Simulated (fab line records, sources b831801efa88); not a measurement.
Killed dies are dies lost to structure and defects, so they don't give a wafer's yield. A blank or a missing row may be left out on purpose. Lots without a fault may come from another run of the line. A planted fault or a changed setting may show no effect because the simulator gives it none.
fab line records | flow gf180mcu | part 2 of 2: steps 27 to 37 of 37
record lots=5 wafers=15 last_day=33
route steps=602 shown V4@488 MIM@503
lots that met no fault: from a run of the same line without faults
start_h: hours from the record's first day to the start of the lot's first wafer shown | wait_h: hours since the lot's step before | " the same as in the row above | L1.1+2: a row that stands for several wafers | - no value, or no start given | * or withheld: withheld | < > ~ a bound
route shown NAME@n: a module of which the file shows steps, and the number in the route of the first | usual: mean/standard deviation of fault-free wafers | same: alike in all rows | chamber/n: place in a boat | sites: the reading at each site | _std_site: their standard deviation | _edge_site: outer sites' mean less inner sites' | radius_mm: how far each site lies from the wafer's centre | mask NAME#n: copy n | behind: the tool/chamber that last shaped the wafer | hold: why the lot was held/for how many hours/how that ended | device: the transistor (n, p or np) that didn't switch | end of line: the same wafers' tests at the end of the route | a step without rows: its recipe alone | killed: dies lost to structure and defects at the first sort, not the wafer's yield | map: a wafer's dies, x killed, . not, _ none there
set.NAME: the setting as run; set.NAME@STEP: as run at that earlier step | model.NAME: the simulator's own value behind a step, which no gauge read
lots at some steps of the route; a table a step, a row a wafer
services: from which hour (start_h, from the record's first day; less than 0 if before it) a tool's chamber was out of use, for how many hours, and why
## steps
# step GF_MIM_THK_MEAS_11
# recipe thk_meas_gauge=xrf reads=AlCu_of_MIM_SPUTTER_08
# usual MIM_ALCU_THK=205.0/2.6
# columns lot.wafer tool chamber start_h wait_h MIM_ALCU_THK[nm]
L077.1 film_metro-01 - 594.16 0.1 208.0
L077.3 " - " " 206.6
L077.6 " - " " 206.1
L078.2 film_metro-04 - 604.37 0.1 200.6
L078.4 " - " " 202.2
L078.5 " - " " 203.6
L089.1 film_metro-03 - 677.90 0.1 205.6
L089.2 " - " " 200.1
L089.4 " - " " 204.5
L091.1 film_metro-04 - 691.82 0.1 202.8
L091.2 " - " " 205.1
L091.5 " - " " 205.0
L092.2 film_metro-04 - 708.92 0.1 204.2
L092.5 " - " " 203.3
L092.6 " - " " 202.1
# step GF_MIM_DEHYDRATE_12
# recipe temp_c=200 time_s=60
# columns lot.wafer tool chamber start_h wait_h
L077.1+3+6 litho_track-02 0 604.08 9.9
L078.2+4+5 litho_track-02 0 613.60 9.2
L089.1+2+4 litho_track-02 0 686.93 9.0
L091.1+2+5 litho_track-02 0 699.93 8.1
L092.2+5+6 litho_track-01 0 717.48 8.5
# step GF_MIM_HMDS_13
# recipe prime_time_s=60 prime_temp_c=120
# columns lot.wafer tool chamber start_h wait_h
L077.1+3+6 litho_track-02 0 604.23 0.1
L078.2+4+5 litho_track-02 0 613.75 0.1
L089.1+2+4 litho_track-02 0 687.08 0.1
L091.1+2+5 litho_track-02 0 700.08 0.1
L092.2+5+6 litho_track-01 0 717.63 0.1
# step GF_MIM_COAT_14
# recipe resist=NOVOLAK spin_rpm=3000 resist_thk_nm=1000
# columns lot.wafer tool chamber start_h wait_h
L077.1+3+6 litho_track-02 0 604.38 0.1
L078.2+4+5 litho_track-02 0 613.90 0.1
L089.1+2+4 litho_track-02 0 687.23 0.1
L091.1+2+5 litho_track-02 0 700.23 0.1
L092.2+5+6 litho_track-01 0 717.78 0.1
# step GF_MIM_SOFTBAKE_15
# recipe temp_c=90 time_s=60 resist=NOVOLAK
# columns lot.wafer tool chamber start_h wait_h
L077.1+3+6 litho_track-02 0 604.53 0.1
L078.2+4+5 litho_track-02 0 614.05 0.1
L089.1+2+4 litho_track-02 0 687.38 0.1
L091.1+2+5 litho_track-02 0 700.38 0.1
L092.2+5+6 litho_track-01 0 717.93 0.1
# step GF_MIM_EXPOSE_16
# recipe mask_id=FuseTop target_cd_nm=2000 na=0.6 source_shape=conventional sigma_outer=0.6 dose_mj=140
# columns lot.wafer tool chamber start_h wait_h mask
L077.1+3+6 iline_stepper-02 0 - - FuseTop#0
L078.2+4+5 iline_stepper-02 0 - - FuseTop#0
L089.1+2+4 iline_stepper-01 0 - - FuseTop#0
L091.1+2+5 iline_stepper-01 0 - - FuseTop#0
L092.2+5+6 iline_stepper-02 0 - - FuseTop#0
# step GF_MIM_PEB_17
# recipe temp_c=withheld time_s=* resist=NOVOLAK
# columns lot.wafer tool chamber start_h wait_h
L077.1+3+6 litho_track-04 0 - -
L078.2+4+5 litho_track-04 0 - -
L089.1+2+4 litho_track-04 0 - -
L091.1+2+5 litho_track-02 0 - -
L092.2+5+6 litho_track-02 0 - -
# step GF_MIM_DEVELOP_18
# recipe develop_time_s=60 dev_temp_c=23
# columns lot.wafer tool chamber start_h wait_h
L077.1+3+6 litho_track-04 0 614.48 0.1
L078.2+4+5 litho_track-04 0 624.26 0.1
L089.1+2+4 litho_track-04 0 696.08 0.1
L091.1+2+5 litho_track-02 0 709.28 0.1
L092.2+5+6 litho_track-02 0 727.05 0.1
# step GF_MIM_METAL_ETCH_19
# recipe chemistry=Cl2/BCl3 mask_material=NOVOLAK stop_on=Si3N4 target_depth_nm=324.5 pressure_mtorr=8 icp_w=800 bias_w=140 Cl2_flow_sccm=80 bcl3_flow_sccm=40 time_s=54.1
# usual bcl3_flow_sccm=40.01/0.12 drypump_motor_current_A=5.2/0.44 oes_product_au=0.952/0.0064 throttle_valve_pct=28.270/0.01
# columns lot.wafer tool chamber start_h wait_h bcl3_flow_sccm drypump_motor_current_A oes_product_au rf_hours_counter_h throttle_valve_pct
L077.1 rie_metal-02 1 614.63 0.1 40.14 4.8 0.954 10 28.277
L077.3 " 0 " " 39.94 5.1 0.962 - 28.271
L077.6 " 1 " " 40.10 4.8 0.950 - 28.259
L078.2 rie_metal-02 1 624.38 0.1 40.03 4.8 0.944 10 28.279
L078.4 " 0 " " 39.72 5.1 0.954 - 28.283
L078.5 " 1 " " 40.06 4.8 0.944 - 28.273
L089.1 rie_metal-03 1 696.23 0.1 40.10 5.8 0.951 5 28.252
L089.2 " 0 " " 39.92 5.0 0.945 2 28.285
L089.4 " 1 " " 40.17 5.8 0.957 - 28.262
L091.1 rie_metal-02 0 709.43 0.1 39.94 5.1 0.950 2 28.279
L091.2 " 1 " " 40.01 4.8 0.950 13 28.271
L091.5 " 1 " " 40.27 4.8 0.949 - 28.275
L092.2 rie_metal-01 1 727.17 0.1 39.78 5.9 0.954 2 28.262
L092.5 " 1 " " 40.03 5.9 0.948 - 28.250
L092.6 " 0 " " 39.95 4.9 0.951 - 28.278
# step GF_MIM_STRIP_20
# recipe chemistry=O2/N2 power_w=1400 pressure_mtorr=1500 platen_temp_c=250 o2_flow_sccm=3000 n2_flow_sccm=300 overash_fraction=0.5
# usual drypump_motor_current_A=5.3/0.51 heater_power_w=346/43 oes_product_au=0.691/0.0045 strip_time_to_endpoint_s=11.21/0.037
# columns lot.wafer tool chamber start_h wait_h drypump_motor_current_A heater_power_w oes_product_au rf_hours_counter_h strip_time_to_endpoint_s
L077.1 plasma_asher-03 1 614.70 0.0 5.9 298 0.697 80 11.24
L077.3 " 0 " " 5.0 344 0.687 - 11.27
L077.6 " 0 " " 4.9 356 0.691 - 11.26
L078.2 plasma_asher-01 1 624.45 0.0 4.9 346 0.692 21 11.15
L078.4 " 0 " " 5.9 367 0.692 - 11.23
L078.5 " 1 " " 4.9 343 0.693 - 11.23
L089.1 plasma_asher-04 0 696.30 0.0 4.6 311 0.692 112 11.17
L089.2 " 1 " " 5.7 421 0.697 112 11.23
L089.4 " 1 " " 5.6 428 0.690 - 11.21
L091.1 plasma_asher-04 0 709.50 0.0 4.6 319 0.695 113 11.27
L091.2 " 1 " " 5.7 421 0.688 113 11.23
L091.5 " 1 " " 5.7 419 0.689 - 11.22
L092.2 plasma_asher-01 1 727.24 0.0 4.9 340 0.695 32 11.19
L092.5 " 0 " " 5.9 370 0.689 - 11.22
L092.6 " 1 " " 4.9 341 0.678 - 11.17
# step GF_MIM_STRIP_21
# recipe chemistry=post_etch_residue_remover time_s=1200 temp_c=72.5
# usual bath_heat_duty_pct=14.3/2
# columns lot.wafer tool chamber start_h wait_h bath_heat_duty_pct
L077.1 wet_bench-04 2 614.80 0.1 12.6
L077.3 " 2 " " 12.3
L077.6 " 2 " " 12.5
L078.2 wet_bench-03 3 624.55 0.1 15.0
L078.4 " 3 " " 12.7
L078.5 " 3 " " 12.0
L089.1 wet_bench-04 1 696.40 0.1 11.8
L089.2 " 1 " " 12.0
L089.4 " 1 " " 11.4
L091.1 wet_bench-04 0 709.60 0.1 14.8
L091.2 " 0 " " 14.9
L091.5 " 0 " " 12.4
L092.2 wet_bench-03 2 727.34 0.1 14.3
L092.5 " 2 " " 15.6
L092.6 " 2 " " 14.4
## services
# columns tool chamber start_h hours kind
cmp-02 - 572.24 4.0 pm
plasma_asher-03 - 572.78 12.6 repair
cvd_w-01 - 578.33 6.0 pm
rie_metal-02 - 579.23 14.6 pm
cmp-02 - 611.73 11.3 pm
wet_bench-03 - 613.78 1.0 repair
cvd_w-01 0 615.96 10.8 repair
rie_diel-03 0 621.30 22.8 repair
pvd_sputter-03 - 629.47 0.8 repair
cmp-02 - 629.78 1.0 repair
pvd_sputter-02 - 633.06 2.1 repair
pvd_sputter-04 - 639.14 1.1 repair
pvd_sputter-03 - 651.23 26.2 repair
plasma_asher-03 - 651.71 1.5 repair
rie_diel-01 3 666.32 20.5 repair
iline_stepper-02 - 676.66 1.7 pm
plasma_asher-01 - 678.35 12.2 pm
rie_diel-03 - 679.19 0.3 repair
pvd_sputter-02 - 680.28 5.2 repair
cvd_w-01 - 690.36 2.8 pm
pvd_sputter-03 - 690.84 5.2 repair
rie_diel-01 - 697.11 2.8 pm
cmp-02 - 701.59 5.5 pm
pvd_sputter-03 - 727.15 2.4 repair
